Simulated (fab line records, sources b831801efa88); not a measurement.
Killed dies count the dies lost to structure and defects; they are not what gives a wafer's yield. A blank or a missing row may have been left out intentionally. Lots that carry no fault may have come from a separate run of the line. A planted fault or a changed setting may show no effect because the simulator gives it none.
Comparing a struck lot with a sound one -- flow sky130 -- 17 steps out of a route of 708
Sound: the wafers L653.2, L653.4, L653.6. Struck: wafers L667.1, L667.2, L667.6. Last of all comes the cause.
Per side, at each step with rows, come the tool, then ch with its chambers, and then its first start. Under that, the readings that differ: sound wafers -- struck wafers -- difference of the means -- sigmas: that difference in standard deviations of wafers without a fault.
alike: same words and numbers on both sides, and readings whose means sit less than 2 such deviations apart. not compared: any withheld reading, any reading some wafer has no value for, any bound like >300 that may hide the same value, and any number with overlapping values for which the record gives no deviation.
The two part at a step that has a row with sigmas, a row that says differs or no value, or rows on one side only. Numbers that have no deviation but don't overlap get no sigmas and don't part them. A reading missing from all wafers of one side parts the sides only when that side holds two or more wafers.

SKY_LDD_P_OVL_MEAS_08:
  sound: overlay-02 at day 21 09:41; struck: overlay-02 at day 26 14:25
  alike: LDD_P_OVL
next, for these wafers, 1 step has no rows: SKY_LDD_P_IMPLANT_09.
SKY_LDD_P_STRIP_10: strips in O2/N2.
  sound on plasma-asher-01 ch 0,1, day 21 09:52; struck on plasma-asher-04 ch 0,1, day 26 14:36
  alike: drypump-motor-current-A, oes-product-au, strip-time-to-endpoint-s
  not compared: rf-hours-counter-h
SKY_LDD_P_TW_MEAS_11:
  sound: film-metro-02 at day 21 09:59; struck: film-metro-02 at day 26 14:42
  alike: LDD_P_TW
then, 7 steps without rows for these wafers: SKY_LDD_HVN_DEHYDRATE_00 (time 60 s); SKY_LDD_HVN_HMDS_01 (prime time 60 s); SKY_LDD_HVN_COAT_02 (resist thk 300 nm); SKY_LDD_HVN_SOFTBAKE_03 (time 60 s); SKY_LDD_HVN_EXPOSE_04 (exposes mask HVNTM, target cd 700 nm); SKY_LDD_HVN_PEB_05; SKY_LDD_HVN_DEVELOP_06 (develop time 60 s).
SKY_LDD_HVN_OVL_MEAS_07:
  sound: overlay-02 at day 22 16:34; struck: overlay-01 at day 27 19:27
  alike: LDD_HVN_OVL
SKY_LDD_HVN_IMPLANT_08:
  sound on implanter-02 ch 0, day 22 16:37; struck on implanter-02 ch 0, day 27 19:48
reading,sound,struck,difference,sigmas
dose-ions-cm2,2.996e+13 2.998e+13 2.997e+13,3.002e+13 3.004e+13 3.006e+13,+7.000e+10,+2
  alike: end-station-pressure-torr
SKY_LDD_HVN_STRIP_09: strips in O2/N2.
  sound on plasma-asher-02 ch 0,1, day 22 16:44; struck on plasma-asher-03 ch 0,1, day 27 19:57
  alike: drypump-motor-current-A, oes-product-au, strip-time-to-endpoint-s
  not compared: rf-hours-counter-h
SKY_LDD_HVN_TW_MEAS_10:
  sound: film-metro-03 at day 22 16:51; struck: film-metro-04 at day 27 20:03
reading,sound,struck,difference,sigmas
LDD_HVN_TW,1451 1471 1458,1790 1786 1784,+327,+30
then, 1 step without rows for these wafers: SKY_LDD_HVP_DEHYDRATE_00 (time 60 s).
-- here the record skips 23 days between the struck wafers' starts before and after, leaving off in module LDD_HVP and picking up in module PAD_OPEN (first step shown: number 708 of the route) --
SKY_PAD_OPEN_PROBE_99:
  sound: prober-02 at day 47 08:59; struck: prober-01 at day 50 14:20
reading,sound,struck,difference,sigmas
model.etest.tip_n_5v.rs-ohm-sq,1394 1378 1392,852.5 855.6 860.4,-531.8,
model.etest.nfet-g5v0d10v5.r-on-ohm-um,1892 1897 1935,1723 1747 1727,-176,
model.etest.nfet-g5v0d10v5.drive-ua-um,603.1 603.6 595.6,650.4 644.6 660.6,+51.1,
model.etest.nfet_05v0_nvt.drive-ua-um,576.9 568.5 569.3,592.2 592.4 599.8,+23.2,
model.etest.res-ndiff-hv.rs-ohm-sq,115.9 115.3 116.2,110.1 110.7 110.4,-5.4,
model.etest.ring_5v.delay-ps,45.07 44.7 45.19,43.38 44.58 43.87,-1.04,
model.etest.nfet_05v0_nvt.off-log10-a-um,-11.05 -11.14 -11.1,-10.85 -10.88 -10.81,+0.25,
model.etest.nfet-g5v0d10v5.vt-sat-v (V),0.7593 0.7611 0.7627,0.6785 0.6836 0.6969,-0.0747,
  alike: killed_at_M0_to_M3, killed_at_M4_up, killed-at-contacts, killed-at-front-end, killed-at-other, killed-dies, killed-open, killed-short

## WHERE THEY PART
Last at SKY_LDD_HVN_TW_MEAS_10 as far as this record goes, first at SKY_LDD_HVN_IMPLANT_08. Later steps at which nothing parts them and some readings are alike: SKY_PAD_OPEN_PROBE_99.

WHY: whatever the simulator had introduced
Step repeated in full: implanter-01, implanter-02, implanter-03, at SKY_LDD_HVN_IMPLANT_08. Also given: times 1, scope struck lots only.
